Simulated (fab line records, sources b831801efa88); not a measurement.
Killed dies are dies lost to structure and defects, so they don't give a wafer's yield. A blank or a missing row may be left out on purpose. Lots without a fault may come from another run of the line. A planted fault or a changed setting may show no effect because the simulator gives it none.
Which tool did it? | flow sky130 | 6 lots, 18 wafers sampled, at 1 step of a route of 708

WHAT THE GAUGES READ, wafer by wafer
SKY_POLY_GATE_THK_MEAS_04.
lot  | measured     | on            | POLY_GATE_CVD_03_THK (nm)
L106 | day 15 05:41 | film_metro-02 | 74.7 75.5 74.8
L108 | day 16 05:32 | film_metro-01 | 76.4 75.5 76.3
L110 | day 16 20:56 | film_metro-01 | 75.0 75.0 74.5
L112 | day 17 18:48 | film_metro-02 | 73.7 73.8 73.9
L117 | day 19 09:21 | film_metro-02 | 75.5 75.7 75.2
L122 | day 21 23:31 | film_metro-01 | 75.0 74.6 75.0

WHICH TOOL RAN EACH LOT (tool, then ch and the chambers of the sampled wafers, then the start)
The record holds no process step before these readings.

THE ANSWER, worked out from the rows above alone
Rule: what is usual is taken from the lots themselves. Put in order of their means at a reading, lots are off if they are a third of the lots or fewer, leave a main group of 4 or more, and stand apart from it by a gap of 3 or more times the standard deviation of the main group's means; of several such gaps the widest counts. A main group whose means are all the same, to the digits that the tables above print for the reading, isn't used. A lot without any number at a reading at which 4 lots or more have one is off too. The other lots that the step has rows for count as sound.
No lot is off at any reading shown: from this, nothing can be told.

WHAT THE SIMULATOR HAD PUT IN
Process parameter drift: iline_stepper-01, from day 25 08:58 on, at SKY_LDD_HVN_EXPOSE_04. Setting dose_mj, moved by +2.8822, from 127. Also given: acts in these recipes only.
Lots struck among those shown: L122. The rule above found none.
